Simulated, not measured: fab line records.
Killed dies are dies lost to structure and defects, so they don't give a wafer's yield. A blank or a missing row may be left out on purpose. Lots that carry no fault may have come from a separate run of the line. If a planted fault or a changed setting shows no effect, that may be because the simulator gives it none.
fab line records	flow sky130
record: lots: 14	wafers: 42	last-day: 50
route steps=708 shown LDD_P@263 LDD_LDN@295 SPACER@305 PAD_OPEN@708
lots with no fault: from the same line, run without faults
start-h: the number of hours between the record's first day and the start of the first shown wafer of the lot	wait-h: hours from the lot's prior step to this one	" same as the row above	L1.1+2: several wafers, shown together as one row	- value missing, or start not given	* or withheld: withheld	< > ~ a bound
route shown NAME@n: names a module that has steps shown in the file, with the first one's number in the route	usual: average and standard deviation across the fault-free wafers	same: alike in all rows	chamber/n: place in a boat	sites: each site's reading	_std_site: how widely they spread, as a standard deviation	_edge_site: the outer-site mean with the inner-site mean subtracted	radius-mm: for every site, how far away it sits from the centre of the wafer	mask NAME#n: copy n	behind: the most recent tool/chamber to have shaped the wafer	hold: cause of the lot's hold/its duration in hours/its outcome	device: whichever transistor did not switch (one of n, p or np)	end of line: the tests these same wafers got at the end of their route	where a step has no rows: the recipe by itself	killed: the dies lost at the first sort to structure and to defects; this is not the yield of the wafer	map: shows each die of a wafer: x if killed, . if not, _ if none is there
set.NAME: the setting that was run; set.NAME@STEP: the one run at that earlier step	model.NAME: the simulator's own value behind a step, which no gauge read
route steps across a sampled set of lots; one table per step, one row per wafer
== steps ==
step: SKY_LDD_P_OVL_MEAS_08
usual: LDD_P_OVL: 0.4/1.2
lot.wafer	tool	chamber	start-h	wait-h	LDD_P_OVL[nm]
L527.2	overlay-01	-	446.64	0.1	-0.6
L527.3	"	-	"	"	-1.6
L527.5	"	-	"	"	0.7
L528.1	overlay-02	-	450.32	0.1	0.5
L528.2	"	-	"	"	-0.7
L528.3	"	-	"	"	-0.4
L529.2	overlay-02	-	453.33	0.1	-0.3
L529.3	"	-	"	"	-0.5
L529.4	"	-	"	"	-1.1
L531.1	overlay-01	-	463.92	0.1	0.3
L531.2	"	-	"	"	0.0
L531.4	"	-	"	"	-0.8
L533.2	overlay-02	-	488.09	0.1	0.9
L533.3	"	-	"	"	2.9
L533.5	"	-	"	"	2.8
L532.1	overlay-01	-	490.70	0.1	-1.8
L532.2	"	-	"	"	0.7
L532.5	"	-	"	"	-1.1
L534.3	overlay-02	-	493.93	0.1	0.1
L534.4	"	-	"	"	0.0
L534.5	"	-	"	"	2.6
L535.3	overlay-01	-	502.98	0.1	0.0
L535.5	"	-	"	"	2.1
L535.6	"	-	"	"	0.3
L536.1	overlay-01	-	514.64	0.1	0.4
L536.2	"	-	"	"	0.9
L536.6	"	-	"	"	-0.8
L538.1	overlay-01	-	543.27	0.1	-0.3
L538.2	"	-	"	"	-0.2
L538.6	"	-	"	"	-0.8
L540.1	overlay-02	-	557.70	0.1	1.5
L540.3	"	-	"	"	-0.1
L540.5	"	-	"	"	0.8
L541.1	overlay-02	-	560.14	0.1	1.0
L541.3	"	-	"	"	1.6
L541.6	"	-	"	"	1.6
L543.4	overlay-01	-	573.60	0.1	-1.4
L543.5	"	-	"	"	-2.3
L543.6	"	-	"	"	-0.2
L549.1	overlay-02	-	618.62	0.1	0.3
L549.3	"	-	"	"	2.6
L549.5	"	-	"	"	1.9
step: SKY_LDD_LDN_DEVELOP_06
recipe: resist: NOVOLAK	developer: TMAH	develop-time-s: 60	dev-temp-c: 23
usual: developer-temp-C: 22.98/0.11
lot.wafer	tool	chamber	start-h	wait-h	developer-temp-C
L527.2	litho-track-01	0	539.93	0.1	22.88
L527.3	"	0	"	"	22.92
L527.5	"	0	"	"	23.04
L528.1	litho-track-02	0	543.27	0.1	22.78
L528.2	"	0	"	"	22.91
L528.3	"	0	"	"	22.76
L529.2	litho-track-03	0	546.34	0.1	22.93
L529.3	"	0	"	"	23.02
L529.4	"	0	"	"	22.89
L531.1	litho-track-02	0	555.67	0.1	22.85
L531.2	"	0	"	"	22.84
L531.4	"	0	"	"	22.88
L533.2	litho-track-02	0	579.39	0.1	22.95
L533.3	"	0	"	"	23.08
L533.5	"	0	"	"	22.83
L532.1	litho-track-02	0	581.67	0.1	22.93
L532.2	"	0	"	"	23.16
L532.5	"	0	"	"	22.92
L534.3	litho-track-02	0	584.92	0.1	23.05
L534.4	"	0	"	"	22.97
L534.5	"	0	"	"	23.02
L535.3	litho-track-03	0	594.77	0.1	23.06
L535.5	"	0	"	"	23.03
L535.6	"	0	"	"	23.10
L536.1	litho-track-02	0	603.97	0.1	22.96
L536.2	"	0	"	"	22.81
L536.6	"	0	"	"	22.88
L538.1	litho-track-01	0	631.80	0.1	23.17
L538.2	"	0	"	"	22.99
L538.6	"	0	"	"	23.12
L540.1	litho-track-02	0	645.12	0.1	23.07
L540.3	"	0	"	"	23.07
L540.5	"	0	"	"	22.95
L541.1	litho-track-01	0	647.75	0.1	22.00
L541.3	"	0	"	"	22.02
L541.6	"	0	"	"	22.09
L543.4	litho-track-01	0	662.13	0.1	21.96
L543.5	"	0	"	"	22.10
L543.6	"	0	"	"	22.01
L549.1	litho-track-02	0	702.72	0.1	23.05
L549.3	"	0	"	"	23.19
L549.5	"	0	"	"	23.21
step: SKY_LDD_LDN_OVL_MEAS_07
usual: LDD_LDN_OVL: 0.5/1.2
lot.wafer	tool	chamber	start-h	wait-h	LDD_LDN_OVL[nm]
L527.2	overlay-02	-	540.06	0.1	0.5
L527.3	"	-	"	"	1.1
L527.5	"	-	"	"	1.8
L528.1	overlay-02	-	543.42	0.1	2.3
L528.2	"	-	"	"	0.8
L528.3	"	-	"	"	0.4
L529.2	overlay-01	-	546.47	0.1	-1.1
L529.3	"	-	"	"	-1.0
L529.4	"	-	"	"	-1.1
L531.1	overlay-01	-	555.82	0.1	1.3
L531.2	"	-	"	"	1.4
L531.4	"	-	"	"	0.5
L533.2	overlay-01	-	579.52	0.1	-0.1
L533.3	"	-	"	"	1.0
L533.5	"	-	"	"	-0.5
L532.1	overlay-02	-	581.82	0.1	-0.2
L532.2	"	-	"	"	0.4
L532.5	"	-	"	"	1.4
L534.3	overlay-02	-	585.03	0.1	1.6
L534.4	"	-	"	"	1.9
L534.5	"	-	"	"	1.3
L535.3	overlay-02	-	594.88	0.1	0.6
L535.5	"	-	"	"	1.9
L535.6	"	-	"	"	2.1
L536.1	overlay-02	-	604.12	0.1	1.2
L536.2	"	-	"	"	2.5
L536.6	"	-	"	"	0.6
L538.1	overlay-01	-	631.96	0.1	0.1
L538.2	"	-	"	"	0.7
L538.6	"	-	"	"	1.1
L540.1	overlay-01	-	645.27	0.1	2.1
L540.3	"	-	"	"	1.8
L540.5	"	-	"	"	1.4
L541.1	overlay-01	-	647.90	0.1	0.3
L541.3	"	-	"	"	2.6
L541.6	"	-	"	"	1.2
L543.4	overlay-01	-	662.22	0.1	-1.0
L543.5	"	-	"	"	-2.3
L543.6	"	-	"	"	-2.3
L549.1	overlay-01	-	702.87	0.1	0.6
L549.3	"	-	"	"	1.0
L549.5	"	-	"	"	1.8
step: SKY_SPACER_THK_MEAS_01
recipe: reads: Si3N4_of_SPACER_CVD_00
usual: SPACER_CVD_00_THK: 43.2/0.37
lot.wafer	tool	chamber	start-h	wait-h	SPACER_CVD_00_THK[nm]
L527.2	film-metro-02	-	542.12	0.0	43.3
L527.3	"	-	"	"	43.6
L527.5	"	-	"	"	43.6
L528.1	film-metro-03	-	545.47	0.0	42.7
L528.2	"	-	"	"	42.8
L528.3	"	-	"	"	42.4
L529.2	film-metro-03	-	549.91	0.0	42.9
L529.3	"	-	"	"	43.1
L529.4	"	-	"	"	42.9
L531.1	film-metro-04	-	557.87	0.0	43.1
L531.2	"	-	"	"	42.5
L531.4	"	-	"	"	42.8
L533.2	film-metro-04	-	581.58	0.0	43.4
L533.3	"	-	"	"	43.2
L533.5	"	-	"	"	42.9
L532.1	film-metro-03	-	583.87	0.0	42.8
L532.2	"	-	"	"	42.7
L532.5	"	-	"	"	42.7
L534.3	film-metro-04	-	587.86	0.0	43.3
L534.4	"	-	"	"	43.3
L534.5	"	-	"	"	43.4
L535.3	film-metro-03	-	597.01	0.0	43.3
L535.5	"	-	"	"	43.7
L535.6	"	-	"	"	43.4
L536.1	film-metro-02	-	606.45	0.0	43.7
L536.2	"	-	"	"	43.3
L536.6	"	-	"	"	43.0
L538.1	film-metro-03	-	634.02	0.0	43.3
L538.2	"	-	"	"	43.5
L538.6	"	-	"	"	43.2
L540.1	film-metro-04	-	647.32	0.0	42.9
L540.3	"	-	"	"	42.9
L540.5	"	-	"	"	42.6
L541.1	film-metro-04	-	649.96	0.0	43.4
L541.3	"	-	"	"	44.0
L541.6	"	-	"	"	43.5
L543.4	film-metro-03	-	664.29	0.0	43.0
L543.5	"	-	"	"	42.8
L543.6	"	-	"	"	42.7
L549.1	film-metro-02	-	706.57	0.0	44.0
L549.3	"	-	"	"	43.2
L549.5	"	-	"	"	43.6
step: SKY_PAD_OPEN_PROBE_99
usual: killed_at_M0_to_M3: 43/7.1	killed_at_M4_up: 3/1.7	killed-at-contacts: 25/5.6	killed-at-front-end: 16/4.1	killed-at-other: 0.2/0.49	killed-dies: 87/9.8	killed-open: 47/7.6	killed-short: 40/6.1
same: gross-dies: 492	killed-at-back-side: 0
lot.wafer	tool	chamber	start-h	wait-h	killed_at_M0_to_M3	killed_at_M4_up	killed-at-contacts	killed-at-front-end	killed-at-other	killed-dies	killed-open	killed-short
L527.2	prober-01	-	1085.47	0.1	43	5	17	14	0	79	46	33
L527.3	prober-01	-	1085.52	0.2	40	3	27	11	2	83	50	33
L527.5	prober-01	-	1085.62	0.2	56	7	29	11	0	103	53	50
L528.1	prober-02	-	1087.37	0.1	34	5	30	13	0	82	47	35
L528.2	prober-02	-	1087.42	0.1	32	1	18	15	1	67	34	33
L528.3	prober-02	-	1087.47	0.2	46	3	23	12	0	84	50	34
L529.2	prober-01	-	1090.59	0.1	36	4	25	17	0	82	47	35
L529.3	prober-01	-	1090.64	0.2	47	3	17	18	1	86	48	38
L529.4	prober-01	-	1090.69	0.2	48	5	23	16	0	92	43	49
L531.1	prober-01	-	1093.19	0.1	43	3	21	22	2	91	48	43
L531.2	prober-01	-	1093.24	0.1	45	0	32	15	0	92	51	41
L531.4	prober-01	-	1093.34	0.2	41	1	27	15	0	84	48	36
L533.2	prober-02	-	1111.63	0.1	48	4	25	10	0	87	43	44
L533.3	prober-02	-	1111.68	0.2	47	2	17	19	0	85	49	36
L533.5	prober-02	-	1111.78	0.2	52	4	31	18	1	106	55	51
L532.1	prober-01	-	1113.32	0.1	46	1	25	6	0	78	43	35
L532.2	prober-01	-	1113.37	0.1	46	3	30	6	0	85	46	39
L532.5	prober-01	-	1113.52	0.2	43	1	33	13	0	90	48	42
L534.3	prober-02	-	1116.97	0.2	39	2	21	18	0	80	43	37
L534.4	prober-02	-	1117.02	0.2	41	3	27	14	0	85	46	39
L534.5	prober-02	-	1117.07	0.2	34	3	26	13	0	76	43	33
L535.3	prober-01	-	1121.24	0.2	41	4	22	26	1	94	44	50
L535.5	prober-01	-	1121.34	0.2	43	0	21	23	0	87	55	32
L535.6	prober-01	-	1121.39	0.2	37	3	31	13	0	84	48	36
L536.1	prober-02	-	1132.33	0.1	39	5	18	19	0	81	42	39
L536.2	prober-02	-	1132.38	0.1	40	2	21	15	0	78	40	38
L536.6	prober-02	-	1132.58	0.2	50	2	36	5	0	93	54	39
L538.1	prober-02	-	1146.68	0.1	48	3	30	11	0	92	51	41
L538.2	prober-02	-	1146.73	0.1	52	3	26	16	0	97	55	42
L538.6	prober-02	-	1146.93	0.2	47	0	30	13	0	90	55	35
L540.1	prober-01	-	1156.79	0.1	51	3	29	13	0	96	52	44
L540.3	prober-01	-	1156.89	0.2	40	2	26	19	0	87	46	41
L540.5	prober-01	-	1156.99	0.2	40	2	32	22	0	96	54	42
L541.1	prober-02	-	1157.44	0.1	45	5	32	16	0	98	62	36
L541.3	prober-02	-	1157.54	0.2	43	2	26	16	0	87	53	34
L541.6	prober-02	-	1157.69	0.2	58	7	36	16	1	118	68	50
L543.4	prober-02	-	1167.69	0.2	35	1	22	13	0	71	35	36
L543.5	prober-02	-	1167.74	0.2	27	5	21	19	0	72	37	35
L543.6	prober-02	-	1167.79	0.2	46	2	24	15	0	87	50	37
L549.1	prober-02	-	1191.99	0.1	41	3	25	16	0	85	55	30
L549.3	prober-02	-	1192.09	0.2	41	1	20	18	0	80	44	36
L549.5	prober-02	-	1192.19	0.2	40	1	29	15	0	85	49	36
killed by level:class
L527.2 VIA1:geometric-particle:open=14 METAL2:geometric-particle:short=8 CONTACT:geometric-particle:open=7 POLY_GATE:geometric-particle:open=6 POLY_GATE:geometric-particle:short=5 VIA2:geometric-particle:open=5 LI_CONTACT:geometric-particle:open=4 VIA3:geometric-particle:open=4
L527.3 VIA3:geometric-particle:open=11 LI_CONTACT:geometric-particle:open=8 CONTACT:geometric-particle:open=8 VIA2:geometric-particle:open=7 VIA1:geometric-particle:open=6 VIA3:geometric-particle:short=5 FIELD_ISO:geometric-particle:short=4 LI_CONTACT:geometric-particle:short=4
L527.5 VIA1:geometric-particle:open=18 CONTACT:geometric-particle:open=12 VIA3:geometric-particle:short=8 METAL1:geometric-particle:short=6 LI_CONTACT:geometric-particle:open=6 CONTACT:geometric-particle:short=6 METAL4:geometric-particle:short=6 VIA2:geometric-particle:open=5
L528.1 CONTACT:geometric-particle:open=12 LI_CONTACT:geometric-particle:open=8 METAL2:geometric-particle:short=6 VIA1:geometric-particle:open=5 CONTACT:geometric-particle:short=4 METAL1:geometric-particle:short=4 VIA2:geometric-particle:open=4 VIA3:geometric-particle:open=4
L528.2 CONTACT:geometric-particle:open=8 VIA1:geometric-particle:open=8 LOCAL_INTERCONNECT:geometric-particle:short=5 VIA1:geometric-particle:short=5 FIELD_ISO:geometric-particle:short=4 FIELD_ISO:geometric-particle:open=4 POLY_GATE:geometric-particle:open=4 METAL3:geometric-particle:short=4
L528.3 LI_CONTACT:geometric-particle:open=9 VIA2:geometric-particle:open=9 VIA1:geometric-particle:open=8 CONTACT:geometric-particle:open=7 FIELD_ISO:geometric-particle:open=6 VIA2:geometric-particle:short=6 VIA1:geometric-particle:short=5 VIA3:geometric-particle:open=5
L529.2 VIA1:geometric-particle:open=17 CONTACT:geometric-particle:open=8 FIELD_ISO:geometric-particle:short=7 LI_CONTACT:geometric-particle:open=6 VIA2:geometric-particle:open=5 LOCAL_INTERCONNECT:geometric-particle:short=4 CONTACT:geometric-particle:short=4 METAL4:geometric-particle:short=4
L529.3 VIA2:geometric-particle:open=9 CONTACT:geometric-particle:open=8 VIA1:geometric-particle:open=8 METAL2:geometric-particle:short=7 VIA3:geometric-particle:open=7 FIELD_ISO:geometric-particle:open=5 FIELD_ISO:geometric-particle:short=4 METAL3:geometric-particle:short=4
L529.4 CONTACT:geometric-particle:open=10 VIA1:geometric-particle:open=10 VIA3:geometric-particle:open=6 POLY_GATE:geometric-particle:short=5 LOCAL_INTERCONNECT:geometric-particle:short=5 METAL2:geometric-particle:short=5 METAL1:geometric-particle:short=5 METAL3:geometric-particle:short=5
L531.1 VIA2:geometric-particle:open=11 POLY_GATE:geometric-particle:open=8 VIA3:geometric-particle:open=6 POLY_GATE:geometric-particle:short=6 CONTACT:geometric-particle:open=6 VIA1:geometric-particle:open=6 VIA2:geometric-particle:short=6 METAL1:geometric-particle:short=5
L531.2 LI_CONTACT:geometric-particle:open=10 VIA1:geometric-particle:open=10 VIA2:geometric-particle:short=8 CONTACT:geometric-particle:open=7 VIA1:geometric-particle:short=6 CONTACT:geometric-particle:short=5 VIA2:geometric-particle:open=5 FIELD_ISO:geometric-particle:open=4
L531.4 CONTACT:geometric-particle:open=13 VIA2:geometric-particle:open=8 VIA3:geometric-particle:short=7 LI_CONTACT:geometric-particle:open=6 POLY_GATE:geometric-particle:short=6 METAL1:geometric-particle:short=6 VIA1:geometric-particle:open=5 METAL1:geometric-particle:open=4
L533.2 VIA1:geometric-particle:short=11 CONTACT:geometric-particle:open=11 VIA1:geometric-particle:open=9 LI_CONTACT:geometric-particle:open=6 METAL1:geometric-particle:short=6 VIA2:geometric-particle:open=6 METAL2:geometric-particle:short=5 POLY_GATE:geometric-particle:short=4
L533.3 VIA1:geometric-particle:open=9 LI_CONTACT:geometric-particle:open=8 VIA3:geometric-particle:open=8 METAL2:geometric-particle:short=6 FIELD_ISO:geometric-particle:short=5 CONTACT:geometric-particle:open=5 METAL1:geometric-particle:short=5 VIA2:geometric-particle:open=5
L533.5 CONTACT:geometric-particle:open=13 VIA1:geometric-particle:open=9 FIELD_ISO:geometric-particle:short=7 LI_CONTACT:geometric-particle:open=7 VIA1:geometric-particle:short=7 VIA3:geometric-particle:open=7 VIA2:geometric-particle:open=6 VIA2:geometric-particle:short=6
L532.1 VIA1:geometric-particle:open=12 LI_CONTACT:geometric-particle:open=9 VIA1:geometric-particle:short=8 CONTACT:geometric-particle:open=6 VIA2:geometric-particle:open=6 METAL2:geometric-particle:short=5 CONTACT:geometric-particle:short=4 METAL2:geometric-particle:open=4
L532.2 CONTACT:geometric-particle:open=10 LI_CONTACT:geometric-particle:open=8 LOCAL_INTERCONNECT:geometric-particle:short=8 METAL2:geometric-particle:short=8 VIA1:geometric-particle:short=6 VIA1:geometric-particle:open=6 VIA2:geometric-particle:open=6 VIA3:geometric-particle:open=5
L532.5 VIA1:geometric-particle:open=10 CONTACT:geometric-particle:open=9 VIA2:geometric-particle:open=8 LI_CONTACT:geometric-particle:open=7 LI_CONTACT:geometric-particle:short=6 METAL1:geometric-particle:short=6 METAL2:geometric-particle:short=6 CONTACT:geometric-particle:short=5
L534.3 FIELD_ISO:geometric-particle:short=11 CONTACT:geometric-particle:open=9 VIA3:geometric-particle:open=9 VIA1:geometric-particle:open=6 METAL2:geometric-particle:short=5 LI_CONTACT:geometric-particle:open=4 METAL1:geometric-particle:short=4 VIA3:geometric-particle:short=4
L534.4 LI_CONTACT:geometric-particle:open=9 VIA1:geometric-particle:open=9 VIA2:geometric-particle:open=9 LOCAL_INTERCONNECT:geometric-particle:short=7 CONTACT:geometric-particle:open=5 CONTACT:geometric-particle:short=5 METAL1:geometric-particle:short=5 VIA3:geometric-particle:open=5
L534.5 CONTACT:geometric-particle:open=10 LI_CONTACT:geometric-particle:open=7 VIA1:geometric-particle:open=7 POLY_GATE:geometric-particle:open=6 VIA1:geometric-particle:short=5 VIA3:geometric-particle:open=5 POLY_GATE:geometric-particle:short=4 LI_CONTACT:geometric-particle:short=4
L535.3 CONTACT:geometric-particle:open=7 VIA2:geometric-particle:open=7 POLY_GATE:geometric-particle:open=6 LI_CONTACT:geometric-particle:open=6 METAL1:geometric-particle:short=6 VIA3:geometric-particle:open=6 SPACER:geometric-particle:short=5 LOCAL_INTERCONNECT:geometric-particle:short=5
L535.5 VIA3:geometric-particle:open=9 CONTACT:geometric-particle:open=9 VIA1:geometric-particle:open=9 VIA2:geometric-particle:open=8 FIELD_ISO:geometric-particle:open=7 POLY_GATE:geometric-particle:short=7 METAL1:geometric-particle:short=6 LI_CONTACT:geometric-particle:open=5
L535.6 CONTACT:geometric-particle:open=12 LI_CONTACT:geometric-particle:open=9 VIA2:geometric-particle:open=8 LOCAL_INTERCONNECT:geometric-particle:short=7 METAL2:geometric-particle:short=6 VIA2:geometric-particle:short=5 VIA1:geometric-particle:short=5 VIA1:geometric-particle:open=4
L536.1 VIA2:geometric-particle:open=8 FIELD_ISO:geometric-particle:short=7 LI_CONTACT:geometric-particle:open=6 CONTACT:geometric-particle:open=6 VIA1:geometric-particle:short=6 VIA3:geometric-particle:open=5 METAL3:geometric-particle:short=5 POLY_GATE:geometric-particle:open=3
L536.2 VIA2:geometric-particle:open=8 VIA1:geometric-particle:open=7 VIA3:geometric-particle:short=7 LOCAL_INTERCONNECT:geometric-particle:short=6 VIA1:geometric-particle:short=5 FIELD_ISO:geometric-particle:open=4 FIELD_ISO:geometric-particle:short=4 LI_CONTACT:geometric-particle:open=4
L536.6 VIA1:geometric-particle:open=12 CONTACT:geometric-particle:open=12 LI_CONTACT:geometric-particle:open=9 CONTACT:geometric-particle:short=7 VIA3:geometric-particle:open=6 VIA1:geometric-particle:short=6 METAL2:geometric-particle:short=5 LOCAL_INTERCONNECT:geometric-particle:short=5
L538.1 CONTACT:geometric-particle:open=14 VIA1:geometric-particle:open=8 METAL1:geometric-particle:short=7 LI_CONTACT:geometric-particle:open=6 METAL2:geometric-particle:short=6 VIA3:geometric-particle:open=6 CONTACT:geometric-particle:short=5 VIA2:geometric-particle:open=5
L538.2 VIA3:geometric-particle:open=12 CONTACT:geometric-particle:open=10 VIA1:geometric-particle:open=9 METAL2:geometric-particle:short=8 VIA2:geometric-particle:open=8 POLY_GATE:geometric-particle:short=7 POLY_GATE:geometric-particle:open=6 METAL1:geometric-particle:short=6
L538.6 CONTACT:geometric-particle:open=18 VIA1:geometric-particle:open=16 LI_CONTACT:geometric-particle:open=6 VIA1:geometric-particle:short=6 METAL2:geometric-particle:short=6 VIA3:geometric-particle:open=6 POLY_GATE:geometric-particle:short=4 CONTACT:geometric-particle:short=4
L540.1 VIA1:geometric-particle:open=17 LI_CONTACT:geometric-particle:open=10 CONTACT:geometric-particle:short=7 VIA2:geometric-particle:open=7 FIELD_ISO:geometric-particle:open=6 CONTACT:geometric-particle:open=6 VIA1:geometric-particle:short=6 METAL2:geometric-particle:short=5
L540.3 VIA1:geometric-particle:open=13 CONTACT:geometric-particle:open=10 POLY_GATE:geometric-particle:open=5 LI_CONTACT:geometric-particle:open=5 LOCAL_INTERCONNECT:geometric-particle:short=5 METAL1:geometric-particle:short=5 VIA3:geometric-particle:open=5 FIELD_ISO:geometric-particle:short=4
L540.5 CONTACT:geometric-particle:open=13 VIA1:geometric-particle:open=12 FIELD_ISO:geometric-particle:short=9 LI_CONTACT:geometric-particle:open=7 VIA3:geometric-particle:open=7 POLY_GATE:geometric-particle:short=6 METAL1:geometric-particle:short=4 LOCAL_INTERCONNECT:geometric-particle:open=4
L541.1 CONTACT:geometric-particle:open=18 VIA1:geometric-particle:open=10 VIA3:geometric-particle:open=8 FIELD_ISO:geometric-particle:open=6 LI_CONTACT:geometric-particle:open=6 POLY_GATE:geometric-particle:open=5 METAL2:geometric-particle:short=5 METAL4:geometric-particle:short=5
L541.3 VIA1:geometric-particle:open=10 CONTACT:geometric-particle:open=9 VIA3:geometric-particle:open=8 LI_CONTACT:geometric-particle:open=6 VIA2:geometric-particle:open=6 POLY_GATE:geometric-particle:open=4 LOCAL_INTERCONNECT:geometric-particle:short=4 CONTACT:geometric-particle:short=4
L541.6 VIA1:geometric-particle:open=14 CONTACT:geometric-particle:open=13 VIA2:geometric-particle:open=12 CONTACT:geometric-particle:short=11 LI_CONTACT:geometric-particle:open=6 METAL3:geometric-particle:short=6 FIELD_ISO:geometric-particle:short=5 METAL2:geometric-particle:short=5
L543.4 LI_CONTACT:geometric-particle:open=7 VIA2:geometric-particle:open=6 VIA1:geometric-particle:open=6 FIELD_ISO:geometric-particle:open=5 LOCAL_INTERCONNECT:geometric-particle:short=5 CONTACT:geometric-particle:short=5 VIA3:geometric-particle:open=5 FIELD_ISO:geometric-particle:short=4
L543.5 CONTACT:geometric-particle:open=8 VIA3:geometric-particle:open=5 FIELD_ISO:geometric-particle:short=4 FIELD_ISO:geometric-particle:open=4 POLY_GATE:geometric-particle:open=4 LI_CONTACT:geometric-particle:open=4 LOCAL_INTERCONNECT:geometric-particle:short=4 METAL1:geometric-particle:short=4
L543.6 LI_CONTACT:geometric-particle:open=9 CONTACT:geometric-particle:open=9 VIA1:geometric-particle:open=8 VIA2:geometric-particle:open=7 VIA3:geometric-particle:open=7 METAL1:geometric-particle:short=6 FIELD_ISO:geometric-particle:short=5 METAL2:geometric-particle:short=5
L549.1 CONTACT:geometric-particle:open=15 VIA1:geometric-particle:short=8 VIA1:geometric-particle:open=8 FIELD_ISO:geometric-particle:open=5 LI_CONTACT:geometric-particle:open=5 POLY_GATE:geometric-particle:open=4 VIA2:geometric-particle:short=4 METAL3:geometric-particle:open=4
L549.3 LI_CONTACT:geometric-particle:open=8 VIA1:geometric-particle:open=8 METAL2:geometric-particle:short=7 VIA3:geometric-particle:open=6 VIA2:geometric-particle:open=5 FIELD_ISO:geometric-particle:open=4 METAL1:geometric-particle:short=4 FIELD_ISO:geometric-particle:short=3
L549.5 VIA1:geometric-particle:open=12 CONTACT:geometric-particle:open=10 LI_CONTACT:geometric-particle:open=9 VIA2:geometric-particle:open=7 CONTACT:geometric-particle:short=5 VIA3:geometric-particle:short=4 POLY_GATE:geometric-particle:short=4 LOCAL_INTERCONNECT:geometric-particle:short=4
== key ==
first-sign: step: SKY_LDD_LDN_DEVELOP_06	reading: developer-temp-C	direction: down	sigmas: 8.8	usual: *	struck: *
effect none on later readings
met-at SKY_LDD_LDN_DEVELOP_06
struck-lots L541,L543
tester-left-out L541,L543
not-acting-at SKY_LDD_P_OVL_MEAS_08,SKY_LDD_LDN_OVL_MEAS_07,SKY_SPACER_THK_MEAS_01
onset-between 631.80 647.75
fault: kind: process-parameter-drift	tool: litho-track-01	chamber: -	onset-h: 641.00	steps: SKY_LDD_LDN_DEVELOP_06	channel: dev-temp-c	offset: *	shape: step	end-h: 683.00	acts-in: *	stated: *
tester-left-out: of these lots the tester's yield and bins aren't shown, on N5 and GAA mostly nor the transistor test; their killed dies are dies lost to structure and defects alone, not to doping, threshold or leakage, so they don't give the yield
